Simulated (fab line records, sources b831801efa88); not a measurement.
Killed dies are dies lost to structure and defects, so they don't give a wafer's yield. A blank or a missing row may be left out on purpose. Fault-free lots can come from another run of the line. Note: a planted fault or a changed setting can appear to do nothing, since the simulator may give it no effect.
Comparing a struck lot with a sound one || flow sky130 || 42 steps out of a route of 708
Sound: wafers L832.2, L832.3, L832.5. The struck wafers were L831.2, L831.3, L831.5. Last of all comes the cause.
Each step with rows lists, per side, the tool, then ch with its chambers, then its first start. Under that, the readings that differ: sound wafers || struck wafers || difference of the means || sigmas: that difference in standard deviations of wafers without a fault.
alike: readings whose means differ by less than 2 such deviations, and words and numbers that are the same on both sides. not compared: withheld readings, readings that some wafer has no value for, bounds like >300 that may hide the same value, and numbers for which the record gives no deviation and whose values overlap.
The two part at a step that has a row with sigmas, a row that says differs or no value, or rows on one side only. When numbers do not overlap yet have no deviation, they are printed without sigmas and do not part them. A reading missing from all wafers of one side parts the sides only when that side holds two or more wafers.

SKY_SD_P_OVL_MEAS_08:
  sound: overlay-02 at day 28 13:58; struck: overlay-02 at day 28 16:34
  alike: SD_P_OVL
following that, these wafers have no rows for 1 step: SKY_SD_P_IMPLANT_09.
SKY_SD_P_STRIP_10: strips in O2/N2.
  sound on plasmaAsher-01 ch 0,1, day 28 14:08; struck on plasmaAsher-02 ch 0, day 28 16:44
  alike: drypumpMotorCurrentA, oesProductAu, stripTimeToEndpointS
  not compared: rfHoursCounterH
SKY_SD_P_TW_MEAS_11:
  sound: filmMetro-03 at day 28 14:15; struck: filmMetro-04 at day 28 16:51
  alike: SD_P_TW
then, 8 steps without rows for these wafers: SKY_RES_XHIGH_DEHYDRATE_00 (time 60 s); SKY_RES_XHIGH_HMDS_01 (prime time 60 s); SKY_RES_XHIGH_COAT_02 (resist thk 1140 nm); SKY_RES_XHIGH_SOFTBAKE_03 (time 60 s); SKY_RES_XHIGH_EXPOSE_04 (exposes mask URPM, target cd 1270 nm); SKY_RES_XHIGH_PEB_05; SKY_RES_XHIGH_DEVELOP_06 (develop time 60 s); SKY_RES_XHIGH_IMPLANT_07.
SKY_RES_XHIGH_STRIP_08: strips in O2/N2.
  sound on plasmaAsher-04 ch 0,1, day 29 18:04; struck on plasmaAsher-03 ch 0,1, day 29 20:49
{"reading": "oesProductAu (a.u.)", "sound": "0.720 0.714 0.711", "struck": "0.700 0.697 0.709", "difference": -0.013, "sigmas": -3}
  alike: drypumpMotorCurrentA, stripTimeToEndpointS
  not compared: rfHoursCounterH
SKY_RES_XHIGH_TW_MEAS_09:
  sound: filmMetro-01 at day 29 18:10; struck: filmMetro-03 at day 29 20:56
  alike: RES_XHIGH_TW
then, 7 steps without rows for these wafers: SKY_SD_N_DEHYDRATE_00 (time 60 s); SKY_SD_N_HMDS_01 (prime time 60 s); SKY_SD_N_COAT_02 (resist thk 1140 nm); SKY_SD_N_SOFTBAKE_03 (time 60 s); SKY_SD_N_EXPOSE_04 (exposes mask NSDM, target cd 380 nm); SKY_SD_N_PEB_05; SKY_SD_N_DEVELOP_06 (develop time 60 s).
SKY_SD_N_CD_MEAS_07 targets a cd of 380 nm.
  sound: cdSem-02 at day 30 21:12; struck: cdSem-02 at day 31 00:00
  alike: cdNm
SKY_SD_N_OVL_MEAS_08:
  sound: overlay-01 at day 30 21:19; struck: overlay-01 at day 31 00:07
  alike: SD_N_OVL
then, 2 steps without rows for these wafers: SKY_SD_N_IMPLANT_09; SKY_SD_N_IMPLANT_10.
SKY_SD_N_STRIP_11: strips in O2/N2.
  sound on plasmaAsher-04 ch 1, day 30 21:38; struck on plasmaAsher-02 ch 1, day 31 00:26
  alike: drypumpMotorCurrentA, oesProductAu, stripTimeToEndpointS
  not compared: rfHoursCounterH
SKY_SD_N_TW_MEAS_12:
  sound: filmMetro-04 at day 30 21:45; struck: filmMetro-01 at day 31 00:33
{"reading": "SD_N_TW", "sound": "3871 3887 3870", "struck": "3976 3973 3996", "difference": "+106", "sigmas": "+3"}
then, 1 step without rows for these wafers: SKY_SD_N_CLEAN_13 (cleans in SC1/SC2, time 150 s).
SKY_SD_N_RTA_14: time 2 s.
  sound on rtpAnneal-01 ch 0, day 30 21:51; struck on rtpAnneal-02 ch 0, day 31 00:39
  alike: lampPowerPct, rampUpCPerS, wafer_temp_C_max
SKY_SD_N_RS_MEAS_16: a four-point-probe measurement.
  sound: filmMetro-04 at day 30 22:02; struck: filmMetro-04 at day 31 00:50
  alike: SD_N_RS
SKY_SD_N_RS_MEAS_17: a four-point-probe measurement.
  sound: filmMetro-04 at day 30 22:10; struck: filmMetro-04 at day 31 00:58
  alike: SD_P_RS
SKY_SD_N_RS_MEAS_18: a four-point-probe measurement.
  sound: filmMetro-04 at day 30 22:17; struck: filmMetro-04 at day 31 01:05
  alike: RES_XHIGH_RS
then, 2 steps without rows for these wafers: SKY_SALICIDE_CLEAN_00 (cleans in HF-last, time 30 s); SKY_LI_CONTACT_HDPCVD_00 (deposits PSG, target thk 930 nm, time 148.4 s).
SKY_LI_CONTACT_THK_MEAS_01:
  sound: filmMetro-04 at day 30 22:31; struck: filmMetro-01 at day 31 01:19
  alike: LI_CONTACT_HDPCVD_THK
SKY_LI_CONTACT_CMP_02: polishes PSG.
  sound on cmp-02 ch 0,3, day 30 22:34; struck on cmp-01 ch 2,3, day 31 01:25
  alike: motorCurrentA, timeToEndpointS
SKY_LI_CONTACT_BOW_MEAS_03:
  sound: filmMetro-01 at day 30 22:53; struck: filmMetro-04 at day 31 01:41
  alike: LI_CONTACT_BOW
then, 4 steps without rows for these wafers: SKY_LI_CONTACT_DEHYDRATE_04 (time 60 s); SKY_LI_CONTACT_HMDS_05 (prime time 60 s); SKY_LI_CONTACT_COAT_06 (resist thk 60 nm); SKY_LI_CONTACT_COAT_07 (resist thk 450 nm).
-- the record jumps here: 17 days lie between the struck wafers' starts before and after (it left off in module LI_CONTACT and takes up again in module PAD_OPEN, whose first step shown is number 708 of the route) --
SKY_PAD_OPEN_PROBE_99:
  sound: prober-02 at day 48 02:16; struck: prober-01 at day 48 03:59
{"reading": "killedAtOther", "sound": "0 0 0", "struck": "60 55 53", "difference": "+56", "sigmas": "+99 or more"}
{"reading": "killedDies", "sound": "81 84 74", "struck": "139 117 128", "difference": "+48", "sigmas": "+5"}
  alike: killed_at_M0_to_M3, killed_at_M4_up, killedAtContacts, killedAtFrontEnd, killedOpen, killedShort

== WHERE THEY PART ==
At SKY_RES_XHIGH_STRIP_08 first; at SKY_PAD_OPEN_PROBE_99 last (within this record only).

WHY: what the simulator had put in
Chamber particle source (plasmaAsher-03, SKY_RES_XHIGH_STRIP_08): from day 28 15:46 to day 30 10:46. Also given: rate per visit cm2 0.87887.
